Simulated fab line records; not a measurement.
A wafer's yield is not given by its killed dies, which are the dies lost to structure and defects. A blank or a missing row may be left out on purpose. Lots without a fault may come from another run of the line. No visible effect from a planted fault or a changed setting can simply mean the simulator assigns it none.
Matching of chambers -- flow gf180mcu -- 4 sister chambers for GF_SAB_ETCH_11 on rie-diel-02
The step etches SiO2 in C4F8/O2/Ar, target depth 55 nm, time 8.5 s. 8 wafers are shown with their chamber, then 8 later ones without.

WAFERS WITH THEIR CHAMBER
wafer,chamber,oes-product-au (a.u.),bias-w (W)
L938.5,1,1.007,1201
L943.3,2,0.996,1196
L944.1,1,1.014,1195
L944.4,2,0.997,1202
L946.2,3,1.006,1200
L946.3,0,1.002,1196
L946.5,3,1.011,1208
L948.1,0,1.000,1199

WAFERS WHOSE CHAMBER IS MISSING
wafer,oes-product-au (a.u.),bias-w (W)
L948.2,1.009,1196
L948.6,0.997,1200
L951.1,0.994,1203
L951.2,1.004,1200
L951.3,0.997,1210
L952.2,0.997,1207
L952.5,0.997,1202
L952.6,0.997,1198

EACH ONE'S CHAMBER
wafer,from the rows above,in truth
L948.2,can't be placed: 1 or 3 or 0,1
L948.6,can't be placed: 2 or 0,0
L951.1,can't be placed: 2 or 0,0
L951.2,can't be placed: 0 or 3 or 1 or 2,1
L951.3,can't be placed: 2 or 0 or 3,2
L952.2,can't be placed: 2 or 0 or 3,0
L952.5,can't be placed: 2 or 0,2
L952.6,can't be placed: 2 or 0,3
0 of 8 placed correctly. Can't be placed from these rows: 8 (the true chamber is among the candidates in 7). Placed wrongly: 0.
How it was worked out, from the rows above alone: a wafer's distance from a chamber is the root of the sum, over the readings, of the square of ((its reading less the chamber's mean) divided by the reading's scatter). If the next closest chamber is less than 2 further off than the closest, the wafer can't be placed; otherwise it belongs to the closest. The mean given for a chamber averages the wafers shown for that chamber. The scatter: the root of (the sum of the squares of (reading less its chamber's mean) over the shown wafers, divided by (wafers less chambers)).
